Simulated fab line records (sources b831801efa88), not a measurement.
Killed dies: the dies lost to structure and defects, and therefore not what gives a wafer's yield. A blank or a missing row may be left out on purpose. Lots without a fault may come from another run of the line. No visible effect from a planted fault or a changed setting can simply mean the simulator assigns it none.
A struck lot beside a sound one / flow gf180mcu / 16 steps out of a route of 602
Sound: these wafers, L932.2, L932.3, L932.5. Struck: wafer L936.6 (L936.4, L936.5, from the same lot, were not struck and are left out); the cause is given at the end.
For every step that has rows: the tool of each side, followed by ch and its chambers, followed by its first start. Under that, the readings that differ: sound wafers / struck wafers / difference of the means / sigmas: that difference in standard deviations of wafers without a fault.
alike: readings with means less than 2 such deviations apart, plus words and numbers identical on both sides. not compared: withheld readings, readings lacking a value on some wafer, bounds such as >300 that could conceal the same value, and numbers that have no deviation in the record and whose values overlap.
Wherever a step has rows on one side only, a row that says differs or no value, or a row with sigmas, the two part there. Non-overlapping numbers with no deviation appear without sigmas and do not part them. A reading that every wafer of one side lacks parts them only if that side has two wafers or more.

GF_MIM_SPUTTER_07: material TiN, target thk 60 nm, time 50 s.
  sound on pvd_sputter-03 at day 26 02:25; struck on pvd_sputter-04 at day 27 16:44
  alike: throttle_valve_pct
GF_MIM_SPUTTER_08: material AlCu, target thk 200 nm, time 10.6 s.
  sound on pvd_sputter-03 at day 26 02:28; struck on pvd_sputter-04 at day 27 16:47
  alike: throttle_valve_pct
GF_MIM_SPUTTER_09: material TiN, target thk 35 nm, time 29.2 s.
  sound on pvd_sputter-03 at day 26 02:29; struck on pvd_sputter-04 at day 27 16:48
  alike: throttle_valve_pct
GF_MIM_RS_MEAS_10: uses a four-point probe to measure.
  sound on film_metro-02 at day 26 02:32; struck on film_metro-02 at day 27 16:55
reading=MIM_ALCU_RS (ohm/sq); sound=0.1623 0.1610 0.1613; struck=0.1541; difference=-0.0074; sigmas=-3
GF_MIM_THK_MEAS_11: measures by xrf.
  sound on film_metro-02 at day 26 02:38; struck on film_metro-02 at day 27 17:01
reading=MIM_ALCU_THK (nm); sound=195.3 195.5 196.7; struck=205.8; difference=+10.0; sigmas=+4
then, 7 steps without rows for these wafers: GF_MIM_DEHYDRATE_12 (time 60 s); GF_MIM_HMDS_13 (prime time 60 s); GF_MIM_COAT_14 (resist thk 1000 nm); GF_MIM_SOFTBAKE_15 (time 60 s); GF_MIM_EXPOSE_16 (exposes mask FuseTop, target cd 2000 nm); GF_MIM_PEB_17; GF_MIM_DEVELOP_18 (develop time 60 s).
GF_MIM_METAL_ETCH_19: etches the open film in Cl2/BCl3, stops on Si3N4, target depth 324.5 nm, time 54.1 s.
  sound on rie_metal-01 ch 0,1, day 26 23:11; struck on rie_metal-01 ch 1, day 28 12:20
reading=oes_product_au (a.u.); sound=0.935 0.940 0.937; struck=0.907; difference=-0.030; sigmas=-5
reading=rf_fwd_power_W (W); sound=792.5 792.8 795.9; struck=661.9; difference=-131.8; sigmas=-55
reading=throttle_valve_pct (%); sound=28.305 28.289 28.301; struck=28.330; difference=+0.032; sigmas=+3
reading=model.MIM.feature_depth_nm (nm); sound=291.7 294.9 294.2; struck=275.1; difference=-18.5; sigmas=
reading=model.etch.depth_nm (nm); sound=291.7 294.9 294.2; struck=275.1; difference=-18.5; sigmas=
reading=model.NOVOLAK_of_MIM_COAT_14.thk_nm (nm); sound=870.7 876.8 872.8; struck=887.9; difference=+14.5; sigmas=
  alike: chamber_pressure_mTorr, drypump_motor_current_A
  not compared: rf_hours_counter_h
GF_MIM_STRIP_20: strips in O2/N2.
  sound on plasma_asher-02 ch 0,1, day 26 23:16; struck on plasma_asher-04 ch 0, day 28 12:25
reading=strip_time_to_endpoint_s (s); sound=11.23 11.32 11.26; struck=11.44; difference=+0.17; sigmas=+3
  alike: chamber_pressure_mTorr, drypump_motor_current_A, heater_power_w, o2_flow_sccm, oes_product_au
  not compared: rf_hours_counter_h
then, 1 step without rows for these wafers: GF_MIM_STRIP_21 (strips in post etch residue remover, time 1200 s).
-- the record jumps here: 3 days lie between the struck wafers' starts before and after (it left off in module MIM and takes up again in module PASSIVATION, whose first step shown is number 602 of the route) --
GF_PASSIVATION_PROBE_99:
  sound on prober-01 at day 30 11:19; struck on prober-02 at day 31 20:46
reading=model.etest.met5.line_ohm_um; sound=0.2617 0.2533 0.2618; struck=165.6; difference=+165.3; sigmas=
reading=model.etest.via5_chain.rc_ohm; sound=6.87 6.979 6.959; struck=124.2; difference=+117.3; sigmas=
reading=model.etest.met5.rs_ohm_sq; sound=0.07305 0.07266 0.07386; struck=46.19; difference=+46.12; sigmas=
reading=model.etest.met5.rs_ohm_sq_rim_less_centre; sound=0.0009796 -0.0002935 -5.631e-05; struck=-3.051; difference=-3.051; sigmas=
reading=model.etest.p_drift.open; sound=0 0 0; struck=1; difference=+1; sigmas=
reading=model.etest.gate_to_diffusion_comb.under_floor; sound=0 0 0; struck=1; difference=+1; sigmas=
reading=model.etest.via4_chain.open; sound=0 0 0; struck=1; difference=+1; sigmas=
reading=model.etest.met1_comb.under_floor; sound=0 0 0; struck=1; difference=+1; sigmas=

== WHERE THEY PART ==
At GF_MIM_RS_MEAS_10 first; at GF_MIM_STRIP_20 last (within this record only).

WHY: whatever the simulator had introduced
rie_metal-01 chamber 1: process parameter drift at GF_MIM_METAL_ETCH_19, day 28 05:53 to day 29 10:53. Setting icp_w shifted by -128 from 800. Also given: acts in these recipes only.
